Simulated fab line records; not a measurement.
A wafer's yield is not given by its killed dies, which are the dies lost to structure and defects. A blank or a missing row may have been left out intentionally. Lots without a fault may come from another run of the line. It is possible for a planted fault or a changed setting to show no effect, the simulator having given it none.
fab line records ; flow sky130
record: lots: 5; wafers: 23
route steps=708 shown FIELD_ISO@2 DNWELL@37 NWELL@58 VT_ADJUST_HVTP@91 VT_ADJUST_LVTN@100
start_h: the number of hours between the record's first day and the start of the first shown wafer of the lot ; wait_h: hours since the lot's step before ; " repeats the value in the row above ; L1.1+2: a row that stands for several wafers ; - no value, or no start was given ; * or withheld: withheld ; < > ~ a bound
route shown NAME@n: NAME is a module with steps in the file, n the number in the route of the first one ; usual: mean and standard deviation over wafers with no fault ; same: alike in all rows ; chamber/n: place in a boat ; sites: the reading at each site ; _std_site: the values' standard deviation ; _edge_site: mean of outer sites minus mean of inner sites ; radius_mm: for every site, how far away it sits from the centre of the wafer ; mask NAME#n: copy n ; behind: tool/chamber where the wafer was last shaped ; hold: what put the lot on hold/how long, in hours/how the hold closed ; device: the transistor (n, p or np) that didn't switch ; end of line: the route-end tests of the same wafers ; where a step has no rows: the recipe by itself ; killed: at the first sort, the dies lost to defects and structure; wafer yield is something else ; map: per-die view of a wafer (x killed, . not killed, _ where there is no die)
set.NAME: the setting that was run; set.NAME@STEP: the one run at that earlier step ; model.NAME: the simulator's own value behind a step, which no gauge read
lots whose settings were changed on purpose; a table a step, a row a wafer
== steps ==
step: SKY_FIELD_ISO_OXIDATION_01
recipe: temp_c: 900; ambient: O2; stabilise_s: 600; purge_s: 300; target_thk_a: 120; ox_time_s: 1843
lot.wafer;tool;chamber;start_h;wait_h;set.ox_time_s;model.SiO2_of_FIELD_ISO_OXIDATION_01.thk_nm
L076.1;-;-;-;1.1;2012;13.14
L076.2;-;-;-;1.1;2012;12.9
L076.3;-;-;-;1.1;2012;13.04
L076.4;-;-;-;1.1;2012;12.92
L076.5;-;-;-;1.1;2012;12.94
L078.2;furnace-02;0;30.42;0.4;1843;12.46
L078.5;furnace-02;0;30.42;0.4;1843;12.56
L078.6;furnace-02;0;30.42;0.4;1843;12.5
L079.2;-;-;-;1.2;1843;11.86
L079.3;-;-;-;1.2;1843;11.83
L079.4;-;-;-;1.2;1843;11.98
L079.5;-;-;-;1.2;1843;11.91
L079.6;-;-;-;1.2;1843;12.01
L080.1;-;-;-;0.6;1936;12.38
L080.2;-;-;-;0.6;1936;12.5
L080.3;-;-;-;0.6;1936;12.55
L080.4;-;-;-;0.6;1936;12.49
L080.5;-;-;-;0.6;1936;12.52
L085.1;-;-;-;0.9;1766;11.75
L085.2;-;-;-;0.9;1766;11.91
L085.3;-;-;-;0.9;1766;11.76
L085.5;-;-;-;0.9;1766;11.73
L085.6;-;-;-;0.9;1766;11.86
step: SKY_FIELD_ISO_EXPOSE_10
recipe: mask_id: FOM; na: 0.68; source_shape: annular; sigma_inner: 0.4; sigma_outer: 0.8; target_cd_nm: 150; dose_mj: 28
lot.wafer;tool;chamber;start_h;wait_h;mask;set.dose_mj
L076.1+2+3+4+5;krf_scanner-02;0;-;-;FOM#0;28
L078.2+5+6;krf_scanner-02;0;-;-;FOM#0;28
L079.2+4;krf_scanner-01;0;-;-;FOM#0;28
L079.3+5+6;krf_scanner-01;0;-;-;FOM#0;29.16
L080.1+2+3;krf_scanner-01;0;-;-;FOM#0;28
L080.4+5;krf_scanner-01;0;-;-;FOM#0;28.73
L085.1+2+3+5+6;krf_scanner-01;0;-;-;FOM#0;28
step: SKY_FIELD_ISO_PEB_11
recipe: peb_temp_c: withheld; peb_time_s: withheld; resist: KrF-thick
step: SKY_FIELD_ISO_DEVELOP_12
recipe: develop_time_s: 60; resist: KrF-thick; dev_temp_c: 21
step: SKY_FIELD_ISO_CD_MEAS_13
recipe: target_cd_nm: 150
usual: cd_nm: 150.3/0.96
lot.wafer;tool;chamber;start_h;wait_h;set.dose_mj@FIELD_ISO_EXPOSE_10;cd_nm
L076.1;cd_sem-02;-;42.09;-;28;149.4
L076.2;cd_sem-02;-;42.09;-;28;150.3
L076.3;cd_sem-02;-;42.09;-;28;150.2
L076.4;cd_sem-02;-;42.09;-;28;149.7
L076.5;cd_sem-02;-;42.09;-;28;151.7
L078.2;cd_sem-02;-;51.40;-;28;149.3
L078.5;cd_sem-02;-;51.40;-;28;149.7
L078.6;cd_sem-02;-;51.40;-;28;150.4
L079.2;cd_sem-02;-;55.81;-;28;150.2
L079.3;cd_sem-02;-;55.81;-;29.16;142.4
L079.4;cd_sem-02;-;55.81;-;28;150.6
L079.5;cd_sem-02;-;55.81;-;29.16;142.5
L079.6;cd_sem-02;-;55.81;-;29.16;143.1
L080.1;cd_sem-01;-;61.11;-;28;149.5
L080.2;cd_sem-01;-;61.11;-;28;151.4
L080.3;cd_sem-01;-;61.11;-;28;149.6
L080.4;cd_sem-01;-;61.11;-;28.73;144.9
L080.5;cd_sem-01;-;61.11;-;28.73;144.8
L085.1;cd_sem-01;-;87.01;-;28;151.2
L085.2;cd_sem-01;-;87.01;-;28;150.3
L085.3;cd_sem-01;-;87.01;-;28;149.9
L085.5;cd_sem-01;-;87.01;-;28;150.9
L085.6;cd_sem-01;-;87.01;-;28;148.3
step: SKY_FIELD_ISO_ETCH_14
recipe: chemistry: N2/H2; target: BARC; ion_energy_ev: 200; source_w: 500; bias_w: 100; pressure_mtorr: 30; n2_flow_sccm: 100; h2_flow_sccm: 200; stop_on: SiO2; time_s: 45.9; target_depth_a: 600
lot.wafer;tool;chamber;start_h;wait_h;set.bias_w;set.dose_mj@FIELD_ISO_EXPOSE_10;model.FIELD_ISO.cd_nm
L076.1;rie_diel-03;0;42.21;0.1;100;28;148.8
L076.2;rie_diel-03;3;42.21;0.1;96.3;28;150.2
L076.3;rie_diel-03;2;42.21;0.1;100;28;150.3
L076.4;rie_diel-03;1;42.21;0.1;100;28;149.6
L076.5;rie_diel-03;1;42.21;0.1;96.3;28;151.3
L078.2;rie_diel-03;3;51.50;0.1;100;28;150.6
L078.5;rie_diel-03;1;51.50;0.1;100;28;150.3
L078.6;rie_diel-03;2;51.50;0.1;100;28;151.3
L079.2;rie_diel-01;0;55.91;0.1;100;28;149
L079.3;rie_diel-01;1;55.91;0.1;100;29.16;141.6
L079.4;rie_diel-01;0;55.91;0.1;100;28;149.5
L079.5;rie_diel-01;1;55.91;0.1;91.35;29.16;141.9
L079.6;rie_diel-01;2;55.91;0.1;91.35;29.16;142.3
L080.1;rie_diel-02;0;61.23;0.1;100;28;149
L080.2;rie_diel-02;3;61.23;0.1;96.22;28;152.3
L080.3;rie_diel-02;2;61.23;0.1;96.22;28;150.2
L080.4;rie_diel-02;1;61.23;0.1;96.22;28.73;144.9
L080.5;rie_diel-02;0;61.23;0.1;100;28.73;144.2
L085.1;rie_diel-01;2;87.13;0.1;95.7;28;149.9
L085.2;rie_diel-01;1;87.13;0.1;95.7;28;149.7
L085.3;rie_diel-01;0;87.13;0.1;100;28;148.4
L085.5;rie_diel-01;0;87.13;0.1;100;28;149.9
L085.6;rie_diel-01;3;87.13;0.1;95.7;28;148.9
step: SKY_FIELD_ISO_OXIDATION_22
recipe: temp_c: 950; ambient: O2; stabilise_s: 600; purge_s: 300; target_thk_a: 100; ox_time_s: 623
lot.wafer;tool;chamber;start_h;wait_h;set.temp_c;model.SiO2_of_FIELD_ISO_OXIDATION_22.thk_nm
L076.1;-;-;-;0.0;974.9;13.5
L076.2;-;-;-;0.0;974.9;13.3
L076.3;-;-;-;0.0;974.9;13.68
L076.4;-;-;-;0.0;974.9;13.45
L076.5;-;-;-;0.0;974.9;13.44
L078.2;furnace-01;0;54.17;2.1;950;10.23
L078.5;furnace-01;0;54.17;2.1;950;10.3
L078.6;furnace-01;0;54.17;2.1;950;10.22
L079.2;-;-;-;0.2;950;10.24
L079.3;-;-;-;0.2;950;10.35
L079.4;-;-;-;0.2;950;10.28
L079.5;-;-;-;0.2;950;10.21
L079.6;-;-;-;0.2;950;10.4
L080.1;-;-;-;0.2;938.7;8.414
L080.2;-;-;-;0.2;938.7;8.445
L080.3;-;-;-;0.2;938.7;8.443
L080.4;-;-;-;0.2;938.7;8.384
L080.5;-;-;-;0.2;938.7;8.319
L085.1;-;-;-;1.5;950;10.21
L085.2;-;-;-;1.5;950;9.988
L085.3;-;-;-;1.5;950;10.06
L085.5;-;-;-;1.5;950;10.2
L085.6;-;-;-;1.5;950;10.17
step: SKY_FIELD_ISO_THK_MEAS_23
recipe: reads: SiO2_of_FIELD_ISO_OXIDATION_22
usual: FIELD_ISO_OXIDATION_01_THK: 10.08/0.21
lot.wafer;tool;chamber;start_h;wait_h;set.temp_c@FIELD_ISO_OXIDATION_22;FIELD_ISO_OXIDATION_01_THK[nm]
L076.1;film_metro-03;-;-;-;974.9;13.55
L076.2;film_metro-03;-;-;-;974.9;13.33
L076.3;film_metro-03;-;-;-;974.9;13.67
L076.4;film_metro-03;-;-;-;974.9;13.42
L076.5;film_metro-03;-;-;-;974.9;13.42
L078.2;film_metro-01;-;55.36;0.0;950;10.21
L078.5;film_metro-01;-;55.36;0.0;950;10.31
L078.6;film_metro-01;-;55.36;0.0;950;10.25
L079.2;film_metro-03;-;-;-;950;10.23
L079.3;film_metro-03;-;-;-;950;10.33
L079.4;film_metro-03;-;-;-;950;10.22
L079.5;film_metro-03;-;-;-;950;10.25
L079.6;film_metro-03;-;-;-;950;10.42
L080.1;film_metro-03;-;-;-;938.7;8.43
L080.2;film_metro-03;-;-;-;938.7;8.42
L080.3;film_metro-03;-;-;-;938.7;8.44
L080.4;film_metro-03;-;-;-;938.7;8.37
L080.5;film_metro-03;-;-;-;938.7;8.32
L085.1;film_metro-02;-;-;-;950;10.22
L085.2;film_metro-02;-;-;-;950;9.99
L085.3;film_metro-02;-;-;-;950;10.02
L085.5;film_metro-02;-;-;-;950;10.15
L085.6;film_metro-02;-;-;-;950;10.18
step: SKY_DNWELL_COAT_02
recipe: spin_rpm: 2000; resist_thk_nm: 3000
lot.wafer;tool;chamber;start_h;wait_h;set.spin_rpm;model.coat_of_DNWELL_COAT_02.thk_nm
L076.1;litho_track-03;0;57.28;0.1;1939;3042
L076.2;litho_track-03;0;57.28;0.1;2000;2998
L076.3;litho_track-03;0;57.28;0.1;2000;2982
L076.4;litho_track-03;0;57.28;0.1;1939;3053
L076.5;litho_track-03;0;57.28;0.1;1939;3037
L078.2;litho_track-03;0;67.05;0.1;2000;3005
L078.5;litho_track-03;0;67.05;0.1;2000;3010
L078.6;litho_track-03;0;67.05;0.1;2000;3012
L079.2+6;litho_track-03;0;70.70;0.1;2000;2995
L079.3;litho_track-03;0;70.70;0.1;2000;3004
L079.4;litho_track-03;0;70.70;0.1;2000;2991
L079.5;litho_track-03;0;70.70;0.1;2000;2990
L080.1;litho_track-01;0;76.64;0.1;2000;2999
L080.2;litho_track-01;0;76.64;0.1;2000;3005
L080.3;litho_track-01;0;76.64;0.1;2055;2973
L080.4;litho_track-01;0;76.64;0.1;2000;3004
L080.5;litho_track-01;0;76.64;0.1;2055;2961
L085.1;litho_track-01;0;103.14;0.1;2000;2991
L085.2;litho_track-01;0;103.14;0.1;2080;2935
L085.3;litho_track-01;0;103.14;0.1;2080;2946
L085.5;litho_track-01;0;103.14;0.1;2000;2994
L085.6;litho_track-01;0;103.14;0.1;2080;2940
step: SKY_DNWELL_SOFTBAKE_03
recipe: temp_c: 110; time_s: withheld
step: SKY_DNWELL_EXPOSE_04
recipe: mask_id: DNM; na: 0.57; target_cd_nm: 3000; dose_mj: 222
step: SKY_DNWELL_DEVELOP_06
recipe: wall_angle_deg: 90; developer: TMAH; develop_time_s: 57.7; dev_temp_c: 23
step: SKY_DNWELL_IMPLANT_07
recipe: species: P; energy_kev: withheld; dose_cm2: withheld; tilt_deg: withheld
step: SKY_DNWELL_STRIP_08
recipe: chemistry: O2/N2; power_w: 1400; pressure_mtorr: 1500; platen_temp_c: withheld; o2_flow_sccm: 3000; n2_flow_sccm: 300; overash_fraction: 0.5
usual: strip_time_to_endpoint_s: 36.92/0.099
lot.wafer;tool;chamber;start_h;wait_h;set.spin_rpm@DNWELL_COAT_02;strip_time_to_endpoint_s
L076.1;plasma_asher-02;0;65.64;0.1;1939;37.43
L076.2;plasma_asher-02;1;65.64;0.1;2000;36.89
L076.3;plasma_asher-02;1;65.64;0.1;2000;36.70
L076.4;plasma_asher-02;0;65.64;0.1;1939;37.54
L076.5;plasma_asher-02;0;65.64;0.1;1939;37.35
L078.2;plasma_asher-02;1;75.38;0.1;2000;36.97
L078.5;plasma_asher-02;0;75.38;0.1;2000;37.02
L078.6;plasma_asher-02;1;75.38;0.1;2000;37.05
L079.2;plasma_asher-03;1;80.09;0.1;2000;36.87
L079.3;plasma_asher-03;0;80.09;0.1;2000;36.97
L079.4;plasma_asher-03;1;80.09;0.1;2000;36.81
L079.5;plasma_asher-03;0;80.09;0.1;2000;36.78
L079.6;plasma_asher-03;1;80.09;0.1;2000;36.86
L080.1;plasma_asher-04;1;85.33;0.1;2000;36.88
L080.2;plasma_asher-04;0;85.33;0.1;2000;36.97
L080.3;plasma_asher-04;1;85.33;0.1;2055;36.59
L080.4;plasma_asher-04;0;85.33;0.1;2000;36.96
L080.5;plasma_asher-04;1;85.33;0.1;2055;36.45
L085.1;plasma_asher-02;0;112.73;0.1;2000;36.80
L085.2;plasma_asher-02;1;112.73;0.1;2080;36.18
L085.3;plasma_asher-02;0;112.73;0.1;2080;36.31
L085.5;plasma_asher-02;1;112.73;0.1;2000;36.83
L085.6;plasma_asher-02;0;112.73;0.1;2080;36.23
step: SKY_NWELL_COAT_05
recipe: spin_rpm: 2000; resist_thk_nm: 3000
lot.wafer;tool;chamber;start_h;wait_h;set.spin_rpm;model.coat_of_NWELL_COAT_05.thk_nm
L076.1;litho_track-02;0;89.91;0.1;2000;2991
L076.2;litho_track-02;0;89.91;0.1;1918;3060
L076.3;litho_track-02;0;89.91;0.1;1918;3055
L076.4;litho_track-02;0;89.91;0.1;2000;2993
L076.5;litho_track-02;0;89.91;0.1;1918;3072
L078.2;litho_track-04;0;100.97;0.1;2000;2991
L078.5;litho_track-04;0;100.97;0.1;2000;2998
L078.6;litho_track-04;0;100.97;0.1;2000;2995
L079.2;litho_track-04;0;106.52;0.1;1937;3047
L079.3;litho_track-04;0;106.52;0.1;2000;2992
L079.4;litho_track-04;0;106.52;0.1;2000;3006
L079.5;litho_track-04;0;106.52;0.1;1937;3040
L079.6;litho_track-04;0;106.52;0.1;1937;3051
L080.1;litho_track-01;0;110.59;0.1;2000;3007
L080.2;litho_track-01;0;110.59;0.1;2000;3010
L080.3;litho_track-01;0;110.59;0.1;1902;3083
L080.4;litho_track-01;0;110.59;0.1;1902;3081
L080.5;litho_track-01;0;110.59;0.1;1902;3082
L085.1;litho_track-04;0;140.34;0.1;1929;3040
L085.2;litho_track-04;0;140.34;0.1;1929;3042
L085.3;litho_track-04;0;140.34;0.1;1929;3044
L085.5;litho_track-04;0;140.34;0.1;2000;2993
L085.6;litho_track-04;0;140.34;0.1;2000;2979
step: SKY_NWELL_SOFTBAKE_06
recipe: temp_c: 110; time_s: withheld
step: SKY_NWELL_EXPOSE_07
recipe: mask_id: NWM; na: 0.6; source_shape: conventional; sigma_outer: 0.6; polarization: unpolarized; target_cd_nm: 840; dose_mj: 255
step: SKY_NWELL_IMPLANT_12
recipe: species: P; energy_kev: 120; dose_cm2: 1.3e+12; tilt_deg: withheld
step: SKY_NWELL_IMPLANT_13
recipe: species: P; energy_kev: 50; dose_cm2: 7e+11; tilt_deg: withheld
step: SKY_NWELL_STRIP_14
recipe: chemistry: O2/N2; power_w: 1400; pressure_mtorr: 1500; platen_temp_c: withheld; o2_flow_sccm: 3000; n2_flow_sccm: 300; overash_fraction: 0.5
usual: strip_time_to_endpoint_s: 36.89/0.12
lot.wafer;tool;chamber;start_h;wait_h;set.spin_rpm@NWELL_COAT_05;strip_time_to_endpoint_s
L076.1;plasma_asher-02;1;99.88;0.1;2000;36.81
L076.2;plasma_asher-02;0;99.88;0.1;1918;37.58
L076.3;plasma_asher-02;0;99.88;0.1;1918;37.52
L076.4;plasma_asher-02;1;99.88;0.1;2000;36.83
L076.5;plasma_asher-02;1;99.88;0.1;1918;37.72
L078.2;plasma_asher-02;0;110.44;0.1;2000;36.81
L078.5;plasma_asher-02;1;110.44;0.1;2000;36.88
L078.6;plasma_asher-02;0;110.44;0.1;2000;36.87
L079.2;plasma_asher-04;0;116.42;0.1;1937;37.48
L079.3;plasma_asher-04;1;116.42;0.1;2000;36.82
L079.4;plasma_asher-04;0;116.42;0.1;2000;36.99
L079.5;plasma_asher-04;1;116.42;0.1;1937;37.38
L079.6;plasma_asher-04;0;116.42;0.1;1937;37.54
L080.1;plasma_asher-01;0;120.88;0.1;2000;37.00
L080.2;plasma_asher-01;1;120.88;0.1;2000;37.03
L080.3;plasma_asher-01;0;120.88;0.1;1902;37.85
L080.4;plasma_asher-01;1;120.88;0.1;1902;37.82
L080.5;plasma_asher-01;0;120.88;0.1;1902;37.83
L085.1;plasma_asher-04;0;150.72;0.1;1929;37.41
L085.2;plasma_asher-04;1;150.72;0.1;1929;37.41
L085.3;plasma_asher-04;1;150.72;0.1;1929;37.42
L085.5;plasma_asher-04;1;150.72;0.1;2000;36.83
L085.6;plasma_asher-04;0;150.72;0.1;2000;36.66
step: SKY_NWELL_IMPLANT_24
recipe: species: B; energy_kev: 140; dose_cm2: 9.2e+12; tilt_deg: withheld
lot.wafer;tool;chamber;start_h;wait_h;set.energy_kev;model.implant.drp_nm
L076.1+2+5;implanter-01;0;118.34;0.0;140;95.47
L076.3+4;implanter-01;0;118.34;0.0;136.7;94.59
L078.2+5+6;implanter-03;0;129.27;0.0;140;95.47
L079.2+3+4+5+6;implanter-01;0;134.40;0.0;140;95.47
L080.1+4+5;implanter-01;0;139.28;0.0;140;95.47
L080.2+3;implanter-01;0;139.28;0.0;146.9;97.19
L085.1+3;implanter-03;0;170.87;0.0;140;95.47
L085.2+5+6;implanter-03;0;170.87;0.0;146.7;97.14
step: SKY_VT_ADJUST_HVTP_DEVELOP_06
recipe: resist: NOVOLAK; developer: TMAH; develop_time_s: 60; dev_temp_c: 23
lot.wafer;tool;chamber;start_h;wait_h;set.develop_time_s
L076.1+2;litho_track-03;0;137.43;0.1;53.45
L076.3+4+5;litho_track-03;0;137.43;0.1;60
L078.2+5+6;litho_track-01;0;148.56;0.1;60
L079.2+3+4+5+6;litho_track-02;0;154.63;0.1;60
L080.1+2+3;litho_track-03;0;159.18;0.1;66.64
L080.4+5;litho_track-03;0;159.18;0.1;60
L085.1+2+3+5+6;litho_track-03;0;192.23;0.1;60
step: SKY_VT_ADJUST_HVTP_CD_MEAS_07
recipe: target_cd_nm: 380
usual: cd_nm: 380.1/2.2
lot.wafer;tool;chamber;start_h;wait_h;set.develop_time_s@VT_ADJUST_HVTP_DEVELOP_06;cd_nm
L076.1;cd_sem-02;-;137.58;0.1;53.45;370.4
L076.2;cd_sem-02;-;137.58;0.1;53.45;368.7
L076.3;cd_sem-02;-;137.58;0.1;60;379.1
L076.4;cd_sem-02;-;137.58;0.1;60;381.3
L076.5;cd_sem-02;-;137.58;0.1;60;378.8
L078.2;cd_sem-02;-;148.71;0.1;60;379.2
L078.5;cd_sem-02;-;148.71;0.1;60;383.2
L078.6;cd_sem-02;-;148.71;0.1;60;380.8
L079.2;cd_sem-02;-;154.78;0.1;60;383.4
L079.3;cd_sem-02;-;154.78;0.1;60;382.9
L079.4;cd_sem-02;-;154.78;0.1;60;384.0
L079.5;cd_sem-02;-;154.78;0.1;60;384.9
L079.6;cd_sem-02;-;154.78;0.1;60;383.9
L080.1;cd_sem-01;-;159.33;0.1;66.64;387.3
L080.2;cd_sem-01;-;159.33;0.1;66.64;385.7
L080.3;cd_sem-01;-;159.33;0.1;66.64;386.4
L080.4;cd_sem-01;-;159.33;0.1;60;376.5
L080.5;cd_sem-01;-;159.33;0.1;60;375.2
L085.1;cd_sem-01;-;192.38;0.1;60;379.8
L085.2;cd_sem-01;-;192.38;0.1;60;379.6
L085.3;cd_sem-01;-;192.38;0.1;60;380.4
L085.5;cd_sem-01;-;192.38;0.1;60;379.3
L085.6;cd_sem-01;-;192.38;0.1;60;381.4
step: SKY_VT_ADJUST_LVTN_SOFTBAKE_03
recipe: temp_c: 110; time_s: withheld
lot.wafer;tool;chamber;start_h;wait_h;set.temp_c
L076.1+2+4;litho_track-03;0;147.23;0.1;107.2
L076.3+5;litho_track-03;0;147.23;0.1;110
L078.2+5+6;litho_track-04;0;158.73;0.1;110
L079.2+5;litho_track-03;0;164.76;0.1;112.5
L079.3+4+6;litho_track-03;0;164.76;0.1;110
L080.1+2+4;litho_track-01;0;169.19;0.1;108.4
L080.3+5;litho_track-01;0;169.19;0.1;110
L085.1+2+6;litho_track-04;0;203.39;0.1;111.9
L085.3+5;litho_track-04;0;203.39;0.1;110
step: SKY_VT_ADJUST_LVTN_DEVELOP_06
recipe: wall_angle_deg: 90; developer: TMAH; develop_time_s: 60; dev_temp_c: 23
lot.wafer;tool;chamber;start_h;wait_h;set.develop_time_s;set.temp_c@VT_ADJUST_LVTN_SOFTBAKE_03;model.coat_of_VT_ADJUST_LVTN_COAT_02.thk_nm
L076.1;litho_track-01;0;-;-;60;107.2;3020
L076.2;litho_track-01;0;-;-;66.03;107.2;3021
L076.3;litho_track-01;0;-;-;66.03;110;2995
L076.4;litho_track-01;0;-;-;60;107.2;3026
L076.5;litho_track-01;0;-;-;60;110;2999
L078.2;litho_track-03;0;-;-;60;110;2990
L078.5+6;litho_track-03;0;-;-;60;110;2986
L079.2;litho_track-01;0;-;-;60;112.5;2976
L079.3;litho_track-01;0;-;-;60;110;2998
L079.4;litho_track-01;0;-;-;60;110;3003
L079.5;litho_track-01;0;-;-;60;112.5;2978
L079.6;litho_track-01;0;-;-;60;110;3007
L080.1;litho_track-03;0;-;-;55.63;108.4;3010
L080.2;litho_track-03;0;-;-;60;108.4;3000
L080.3;litho_track-03;0;-;-;55.63;110;2999
L080.4;litho_track-03;0;-;-;60;108.4;3018
L080.5;litho_track-03;0;-;-;60;110;2995
L085.1;litho_track-03;0;-;-;60;111.9;2973
L085.2;litho_track-03;0;-;-;60;111.9;2957
L085.3;litho_track-03;0;-;-;60;110;2981
L085.5;litho_track-03;0;-;-;63.86;110;2976
L085.6;litho_track-03;0;-;-;63.86;111.9;2974
step: SKY_VT_ADJUST_LVTN_IMPLANT_08
recipe: species: B; energy_kev: 30; dose_cm2: 1.57e+12; tilt_deg: withheld
step: SKY_VT_ADJUST_LVTN_STRIP_09
recipe: chemistry: O2/N2; power_w: 1400; pressure_mtorr: 1500; platen_temp_c: withheld; o2_flow_sccm: 3000; n2_flow_sccm: 300; overash_fraction: 0.5
usual: strip_time_to_endpoint_s: 36.88/0.097
lot.wafer;tool;chamber;start_h;wait_h;set.temp_c@VT_ADJUST_LVTN_SOFTBAKE_03;strip_time_to_endpoint_s
L076.1;plasma_asher-03;0;157.62;0.1;107.2;37.20
L076.2;plasma_asher-03;1;157.62;0.1;107.2;37.21
L076.3;plasma_asher-03;1;157.62;0.1;110;36.93
L076.4;plasma_asher-03;0;157.62;0.1;107.2;37.28
L076.5;plasma_asher-03;1;157.62;0.1;110;36.96
L078.2;plasma_asher-02;0;168.86;0.1;110;36.84
L078.5;plasma_asher-02;1;168.86;0.1;110;36.78
L078.6;plasma_asher-02;0;168.86;0.1;110;36.80
L079.2;plasma_asher-04;0;175.22;0.1;112.5;36.68
L079.3;plasma_asher-04;0;175.22;0.1;110;36.96
L079.4;plasma_asher-04;1;175.22;0.1;110;36.98
L079.5;plasma_asher-04;0;175.22;0.1;112.5;36.70
L079.6;plasma_asher-04;1;175.22;0.1;110;37.04
L080.1;plasma_asher-03;0;180.51;0.1;108.4;37.09
L080.2;plasma_asher-03;1;180.51;0.1;108.4;36.97
L080.3;plasma_asher-03;1;180.51;0.1;110;36.95
L080.4;plasma_asher-03;0;180.51;0.1;108.4;37.17
L080.5;plasma_asher-03;0;180.51;0.1;110;36.90
L085.1;plasma_asher-03;1;215.16;0.1;111.9;36.66
L085.2;plasma_asher-03;0;215.16;0.1;111.9;36.45
L085.3;plasma_asher-03;1;215.16;0.1;110;36.73
L085.5;plasma_asher-03;1;215.16;0.1;110;36.68
L085.6;plasma_asher-03;0;215.16;0.1;111.9;36.65
step: SKY_VT_ADJUST_LVTN_IMPLANT_19
recipe: species: B; energy_kev: 30; dose_cm2: 6.5e+11; tilt_deg: withheld
lot.wafer;tool;chamber;start_h;wait_h;set.dose_cm2
L076.1+2+3+4+5;implanter-02;0;178.13;0.0;6.5e+11
L078.2+5+6;implanter-01;0;190.30;0.0;6.5e+11
L079.2+6;implanter-02;0;195.89;0.0;6.5e+11
L079.3+4+5;implanter-02;0;195.89;0.0;6.843e+11
L080.1+3+5;implanter-01;0;202.01;0.0;6.749e+11
L080.2+4;implanter-01;0;202.01;0.0;6.5e+11
L085.1+2+5;implanter-02;0;237.92;0.0;6.5e+11
L085.3+6;implanter-02;0;237.92;0.0;6.984e+11
step: SKY_VT_ADJUST_LVTN_STRIP_20
recipe: chemistry: O2/N2; power_w: 1400; pressure_mtorr: 1500; platen_temp_c: withheld; o2_flow_sccm: 3000; n2_flow_sccm: 300; overash_fraction: 0.5
step: SKY_VT_ADJUST_LVTN_TW_MEAS_21
usual: VT_ADJUST_LVTN_2_TW: 187.5/1.1
lot.wafer;tool;chamber;start_h;wait_h;set.dose_cm2@VT_ADJUST_LVTN_IMPLANT_19;VT_ADJUST_LVTN_2_TW
L076.1;film_metro-04;-;178.38;0.1;6.5e+11;188.5
L076.2;film_metro-04;-;178.38;0.1;6.5e+11;186.4
L076.3;film_metro-04;-;178.38;0.1;6.5e+11;187.1
L076.4;film_metro-04;-;178.38;0.1;6.5e+11;187.4
L076.5;film_metro-04;-;178.38;0.1;6.5e+11;186.5
L078.2;film_metro-02;-;190.54;0.1;6.5e+11;188.7
L078.5;film_metro-02;-;190.54;0.1;6.5e+11;189.1
L078.6;film_metro-02;-;190.54;0.1;6.5e+11;189.3
L079.2;film_metro-02;-;196.12;0.1;6.5e+11;188.8
L079.3;film_metro-02;-;196.12;0.1;6.843e+11;191.5
L079.4;film_metro-02;-;196.12;0.1;6.843e+11;190.6
L079.5;film_metro-02;-;196.12;0.1;6.843e+11;191.2
L079.6;film_metro-02;-;196.12;0.1;6.5e+11;188.0
L080.1;film_metro-02;-;202.26;0.1;6.749e+11;190.9
L080.2;film_metro-02;-;202.26;0.1;6.5e+11;188.6
L080.3;film_metro-02;-;202.26;0.1;6.749e+11;191.5
L080.4;film_metro-02;-;202.26;0.1;6.5e+11;188.9
L080.5;film_metro-02;-;202.26;0.1;6.749e+11;191.1
L085.1;film_metro-01;-;238.17;0.1;6.5e+11;188.1
L085.2;film_metro-01;-;238.17;0.1;6.5e+11;187.4
L085.3;film_metro-01;-;238.17;0.1;6.984e+11;192.0
L085.5;film_metro-01;-;238.17;0.1;6.5e+11;188.8
L085.6;film_metro-01;-;238.17;0.1;6.984e+11;191.5
== key ==
split: step: SKY_FIELD_ISO_OXIDATION_01; setting: ox_time_s; stated: 1843; by: lot
response: step: SKY_FIELD_ISO_OXIDATION_01; reading: model.SiO2_of_FIELD_ISO_OXIDATION_01.thk_nm; change: +0.0865; per: 1%; r: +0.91
split: step: SKY_FIELD_ISO_EXPOSE_10; setting: dose_mj; stated: 28; by: wafer
response: step: SKY_FIELD_ISO_CD_MEAS_13; reading: cd_nm; change: -1.92; per: 1%; r: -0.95
response: step: SKY_FIELD_ISO_ETCH_14; reading: model.FIELD_ISO.cd_nm; change: -1.91; per: 1%; r: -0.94
split: step: SKY_FIELD_ISO_ETCH_14; setting: bias_w; stated: 100; by: wafer
response none clear
split: step: SKY_FIELD_ISO_OXIDATION_22; setting: temp_c; stated: 950; by: lot
response: step: SKY_FIELD_ISO_OXIDATION_22; reading: model.SiO2_of_FIELD_ISO_OXIDATION_22.thk_nm; change: +1.31; per: 1%; r: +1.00
response: step: SKY_FIELD_ISO_THK_MEAS_23; reading: FIELD_ISO_OXIDATION_01_THK; change: +1.31; per: 1%; r: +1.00
split: step: SKY_DNWELL_COAT_02; setting: spin_rpm; stated: 2000; by: wafer
response: step: SKY_DNWELL_COAT_02; reading: model.coat_of_DNWELL_COAT_02.thk_nm; change: -14.4; per: 1%; r: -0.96
response: step: SKY_DNWELL_STRIP_08; reading: strip_time_to_endpoint_s; change: *; per: 1%; r: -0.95
split: step: SKY_NWELL_COAT_05; setting: spin_rpm; stated: 2000; by: wafer
response: step: SKY_NWELL_COAT_05; reading: model.coat_of_NWELL_COAT_05.thk_nm; change: -15.7; per: 1%; r: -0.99
response: step: SKY_NWELL_STRIP_14; reading: strip_time_to_endpoint_s; change: *; per: 1%; r: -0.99
split: step: SKY_NWELL_IMPLANT_24; setting: energy_kev; stated: 140; by: wafer
response: step: SKY_NWELL_IMPLANT_24; reading: model.implant.drp_nm; change: +0.351; per: 1%; r: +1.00
split: step: SKY_VT_ADJUST_HVTP_DEVELOP_06; setting: develop_time_s; stated: 60; by: wafer
response: step: SKY_VT_ADJUST_HVTP_CD_MEAS_07; reading: cd_nm; change: +0.946; per: 1%; r: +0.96
split: step: SKY_VT_ADJUST_LVTN_SOFTBAKE_03; setting: temp_c; stated: 110; by: wafer
response: step: SKY_VT_ADJUST_LVTN_DEVELOP_06; reading: model.coat_of_VT_ADJUST_LVTN_COAT_02.thk_nm; change: -9.43; per: 1%; r: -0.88
response: step: SKY_VT_ADJUST_LVTN_STRIP_09; reading: strip_time_to_endpoint_s; change: *; per: 1%; r: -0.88
split: step: SKY_VT_ADJUST_LVTN_DEVELOP_06; setting: develop_time_s; stated: 60; by: wafer
response none clear
split: step: SKY_VT_ADJUST_LVTN_IMPLANT_19; setting: dose_cm2; stated: 6.5e+11; by: wafer
response: step: SKY_VT_ADJUST_LVTN_TW_MEAS_21; reading: VT_ADJUST_LVTN_2_TW; change: +0.519; per: 1%; r: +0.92
